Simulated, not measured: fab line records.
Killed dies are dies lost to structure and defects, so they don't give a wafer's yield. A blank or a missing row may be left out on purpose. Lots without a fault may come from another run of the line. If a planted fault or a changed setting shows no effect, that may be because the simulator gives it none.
Which of the tools did it? | flow gf180mcu | 11 lots, 31 wafers sampled, at 5 steps of a route of 602

== WHAT EACH GAUGE READ, for each wafer ==
GF_V1_RS_MEAS_24: the measuring method here is four-point-probe.
lot  | measured     | on            | V1_W_RS (ohm/sq)
L966 | day 18 17:44 | film-metro-02 | 0.326 0.331 0.325
L969 | day 20 10:39 | film-metro-03 | 0.340 0.331 0.340
L968 | day 20 12:14 | film-metro-01 | 0.339 0.331 0.336
L970 | day 21 21:09 | film-metro-01 | 0.330 0.330 0.334
L974 | day 22 13:02 | film-metro-01 | 0.333 0.325 0.334
L975 | day 23 03:41 | film-metro-01 | 0.332 0.332 0.335
L976 | day 23 07:33 | film-metro-01 | 0.330 0.333 0.333
L977 | day 23 09:57 | film-metro-02 | 0.328 0.333 0.328
L980 | day 24 08:13 | film-metro-01 | 0.355 0.330
L981 | day 24 10:44 | film-metro-01 | 0.330 0.328 0.330
L986 | day 25 22:19 | film-metro-01 | 0.362 0.337

GF_V1_THK_MEAS_25: measures by xrf.
lot  | measured     | on            | V1_W_THK (nm)
L966 | day 18 17:52 | film-metro-02 | 351 349 353
L969 | day 20 10:46 | film-metro-03 | 341 349 340
L968 | day 20 12:21 | film-metro-01 | 342 346 343
L970 | day 21 21:16 | film-metro-01 | 345 349 345
L974 | day 22 13:09 | film-metro-01 | 341 348 342
L975 | day 23 03:47 | film-metro-01 | 348 346 341
L976 | day 23 07:39 | film-metro-01 | 348 347 346
L977 | day 23 10:04 | film-metro-02 | 349 348 350
L980 | day 24 08:20 | film-metro-01 | 323 346
L981 | day 24 10:50 | film-metro-01 | 347 347 348
L986 | day 25 22:26 | film-metro-01 | 318 341

GF_V2_OVL_MEAS_15.
lot  | measured     | on         | V2_OVL (nm)
L966 | day 20 20:55 | overlay-02 | -1 -5 13
L969 | day 22 12:28 | overlay-02 | -7 -2 -7
L968 | day 22 14:01 | overlay-02 | -1 -1 -4
L970 | day 23 21:44 | overlay-01 | 6 1 3
L974 | day 24 12:08 | overlay-02 | 0 0 2
L975 | day 25 02:25 | overlay-02 | -10 3 -7
L976 | day 25 06:05 | overlay-02 | -1 10 3
L977 | day 25 08:01 | overlay-01 | 5 8 0
L980 | day 26 04:26 | overlay-02 | -3 3
L981 | day 26 07:05 | overlay-02 | -6 -4 -4
L986 | day 27 17:32 | overlay-01 | 5 -2

== EACH LOT AND THE TOOL THAT RAN IT (in order: tool; ch and the chambers of the sampled wafers; start) ==
lot  | GF_M1_METAL_ETCH_16               | GF_V1_CVD_23
L966 | rie-metal-02 ch 0,1, day 17 16:01 | cvd-w-02 ch 0,1, day 18 17:38
L969 | rie-metal-02 ch 0,1, day 19 07:58 | cvd-w-01 ch 0,1, day 20 10:32
L968 | rie-metal-03 ch 0,1, day 19 09:13 | cvd-w-01 ch 0,1, day 20 12:07
L970 | rie-metal-04 ch 0,1, day 20 18:16 | cvd-w-01 ch 0,1, day 21 21:01
L974 | rie-metal-02 ch 1, day 21 10:43   | cvd-w-01 ch 0,1, day 22 12:55
L975 | rie-metal-02 ch 0, day 22 02:04   | cvd-w-01 ch 0,1, day 23 03:33
L976 | rie-metal-02 ch 0,1, day 22 06:30 | cvd-w-01 ch 0,1, day 23 07:26
L977 | rie-metal-04 ch 0,1, day 22 08:22 | cvd-w-01 ch 0,1, day 23 09:49
L980 | rie-metal-03 ch 1, day 23 07:52   | cvd-w-01 ch 0,1, day 24 08:05
L981 | rie-metal-04 ch 0,1, day 23 09:25 | cvd-w-02 ch 0, day 24 10:36
L986 | rie-metal-04 ch 1, day 24 22:13   | cvd-w-01 ch 1, day 25 22:13
- GF_M1_METAL_ETCH_16: etches the open film in Cl2/BCl3, stops on SiO2, target depth 750.8 nm, time 125.1 s.
- GF_V1_CVD_23: deposits W, target thk 350 nm, time 105.05 s.

== AS READ BY THE TOOLS THEMSELVES (means over the sampled wafers that have a number; for cases with no such wafer, the mark the record gives instead) ==
GF_M1_METAL_ETCH_16.
lot  | tool         | drypump-motor-current-A (A) | oes-product-au (a.u.) | throttle-valve-pct (%)
L966 | rie-metal-02 | 6.3                         | 0.993                 | 28.237
L969 | rie-metal-02 | 6.3                         | 0.992                 | 28.241
L968 | rie-metal-03 | 6.1                         | 0.994                 | 28.219
L970 | rie-metal-04 | 5.8                         | 0.987                 | 28.229
L974 | rie-metal-02 | 6.5                         | 0.992                 | 28.224
L975 | rie-metal-02 | 6.0                         | 0.989                 | 28.237
L976 | rie-metal-02 | 6.3                         | 0.990                 | 28.224
L977 | rie-metal-04 | 6.1                         | 0.988                 | 28.237
L980 | rie-metal-03 | 6.1                         | 0.990                 | 28.235
L981 | rie-metal-04 | 6.1                         | 0.976                 | 28.243
L986 | rie-metal-04 | 5.5                         | 0.972                 | 28.246

GF_V1_CVD_23.
lot  | tool     | heater-power-outer-w (W) | heater-power-w (W)
L966 | cvd-w-02 | 556                      | 897
L969 | cvd-w-01 | 586                      | 889
L968 | cvd-w-01 | 584                      | 889
L970 | cvd-w-01 | 533                      | 872
L974 | cvd-w-01 | 587                      | 889
L975 | cvd-w-01 | 588                      | 913
L976 | cvd-w-01 | 539                      | 852
L977 | cvd-w-01 | 578                      | 890
L980 | cvd-w-01 | 564                      | 876
L981 | cvd-w-02 | 558                      | 903
L986 | cvd-w-01 | 642                      | 934

== THE ANSWER, worked out from the rows above alone ==
Rule: the lots themselves supply what counts as usual. Put in order of their means at a reading, lots are off if they are a third of the lots or fewer, leave a main group of 4 or more, and stand apart from it by a gap of 3 or more times the standard deviation of the main group's means; of several such gaps the widest counts. Not used: any main group whose means are identical at the precision the tables above print for the reading. A lot without any number at a reading at which 4 lots or more have one is off too. All remaining lots with rows at the step are treated as sound. First the gauges in route order, then the tools' own readings, where a lot's mean is used as printed above. The first step at which some lot is off is used, and at that step the reading that is off furthest; a lot without a number counts as furthest.
Off: at GF_V1_THK_MEAS_25 (V1_W_THK), L980, L986. Main group: mean 346 nm, sd 2.5.
A tool fits if, at a process step before that reading, it ran every lot that is off, and no sound lot after the first of them. Those tools and the gauges at GF_V1_THK_MEAS_25 are tried in the same way. One fits: cvd-w-01 at GF_V1_CVD_23. Its last sound lot is L977 (day 23 09:49), its first lot that is off L980 (day 24 08:05): a fault that began between those two fits.

== WHAT THE SIMULATOR HAD PUT IN ==
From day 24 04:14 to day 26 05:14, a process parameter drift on cvd-w-01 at GF_V1_CVD_23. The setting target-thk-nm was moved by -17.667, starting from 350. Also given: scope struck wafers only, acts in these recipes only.
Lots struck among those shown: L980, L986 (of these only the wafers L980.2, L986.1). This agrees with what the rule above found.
